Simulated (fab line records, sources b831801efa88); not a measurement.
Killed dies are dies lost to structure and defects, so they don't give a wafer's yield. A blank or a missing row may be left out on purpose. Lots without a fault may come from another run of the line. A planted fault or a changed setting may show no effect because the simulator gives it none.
Split-lot experiment | flow sfq_line | 5 lots, 23 wafers read, on a route of 325 steps

THE SPLIT
At SFQ_TRILAYER_M8_DEP_EVAP_198 (material Pt, target thk 50 nm, time 250 s), the setting time_s was moved away from the recipe's 250 s on 7 of the 23 wafers read, by -14.8% to +11.6%. The other wafers ran this setting at the recipe's value.

The reading is taken at the split's own step.

THE READING
Pt_of_TRILAYER_M8_DEP_EVAP_198.thk_nm (the simulator's own value, which no gauge read), in nm, at SFQ_TRILAYER_M8_DEP_EVAP_198 (material Pt, target thk 50 nm, time 250 s). The file gives no usual value for it. The 16 wafers here that ran the recipe average 50.10 nm, standard deviation 0.46 nm.

wafer  | tool, chamber at the split | time_s as run, s | against the recipe | Pt_of_TRILAYER_M8_DEP_EVAP_198.thk_nm, nm | against lot-mates on the recipe
L074.1 | pvd_sputter-02, -          | 250              | recipe             | 50.01                                     | -
L074.2 | pvd_sputter-02, -          | 250              | recipe             | 50.06                                     | -
L074.3 | pvd_sputter-02, -          | 279              | +11.6%             | 54.86                                     | +5.10
L074.4 | pvd_sputter-02, -          | 279              | +11.6%             | 55.62                                     | +5.86
L074.6 | pvd_sputter-02, -          | 250              | recipe             | 49.2                                      | -
L075.3 | pvd_sputter-01, -          | 250              | recipe             | 49.88                                     | -
L075.4 | pvd_sputter-01, -          | 250              | recipe             | 50.22                                     | -
L075.5 | pvd_sputter-01, -          | 250              | recipe             | 49.53                                     | -
L076.2 | pvd_sputter-02, -          | 213              | -14.8%             | 43.14                                     | -7.05
L076.3 | pvd_sputter-02, -          | 213              | -14.8%             | 42.61                                     | -7.58
L076.4 | pvd_sputter-02, -          | 213              | -14.8%             | 42.04                                     | -8.15
L076.5 | pvd_sputter-02, -          | 250              | recipe             | 50.15                                     | -
L076.6 | pvd_sputter-02, -          | 250              | recipe             | 50.23                                     | -
L077.1 | pvd_sputter-01, -          | 220.7            | -11.7%             | 44.54                                     | -5.31
L077.3 | pvd_sputter-01, -          | 250              | recipe             | 49.68                                     | -
L077.4 | pvd_sputter-01, -          | 220.7            | -11.7%             | 44.73                                     | -5.12
L077.5 | pvd_sputter-01, -          | 250              | recipe             | 50.02                                     | -
L077.6 | pvd_sputter-01, -          | 250              | recipe             | 49.84                                     | -
L083.2 | pvd_sputter-01, -          | 250              | recipe             | 51.09                                     | -
L083.3 | pvd_sputter-01, -          | 250              | recipe             | 49.96                                     | -
L083.4 | pvd_sputter-01, -          | 250              | recipe             | 50.94                                     | -
L083.5 | pvd_sputter-01, -          | 250              | recipe             | 50.49                                     | -
L083.6 | pvd_sputter-01, -          | 250              | recipe             | 50.33                                     | -

THE FIT
A straight line over all 23 wafers: Pt_of_TRILAYER_M8_DEP_EVAP_198.thk_nm changes by +0.481 nm for each +1% of time_s; r = +0.99; the points scatter about the line by 0.49 nm.
The same after taking each lot's own level away (the mean of its wafers on the recipe; 23 wafers): +0.488 nm for each +1%; r = +0.99; scatter 0.41 nm.
On that fit, the largest move of time_s shifts the reading by 7.2 nm.
The lots' own levels span 49.757 to 50.562 nm, that is 1.8 times the standard deviation above.
So the lot-to-lot level changes the slope little: the two slopes agree.
Check: with one of the wafers moved furthest among these (-14.8%) left out of the fit, the line predicts -7.28 nm for it against its lot-mates. It came out at -7.05 nm against them.

OTHER SPLITS ON THESE WAFERS
These wafers also went through other splits before the reading. Each is held against what the fit with the lots' levels taken away leaves over:
other split on the same wafers                   | wafers away from the commonest value | r with Pt_of_TRILAYER_M8_DEP_EVAP_198.thk_nm (lot level and that fit taken away)
SFQ_TRILAYER_I5_BARC_OPEN_VIA_ETCH_200 source_w  | 7                                    | -0.05
SFQ_TRILAYER_C5_LITHO_COAT_156 resist_thk_nm     | 8                                    | -0.08
SFQ_TRILAYER_M6_DEP_SPUTTER_157 power_w          | 11                                   | -0.23
SFQ_TRILAYER_M6_LITHO_PEB_162 peb_time_s         | 11                                   | -0.02
SFQ_TRILAYER_I6_VIA_LITHO_COAT_174 spin_rpm      | 8                                    | +0.17
SFQ_TRILAYER_M7_DEP_SPUTTER_175 time_s           | 5                                    | +0.21
SFQ_TRILAYER_M7_BARC_OPEN_METAL_ETCH_229 icp_w   | 5                                    | -0.12
SFQ_TRILAYER_I7_VIA_LITHO_COAT_187 resist_thk_nm | 11                                   | -0.01

THE FILE'S OWN FIT
Pt_of_TRILAYER_M8_DEP_EVAP_198.thk_nm changes by +0.483 nm for each +1% of time_s, r = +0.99.
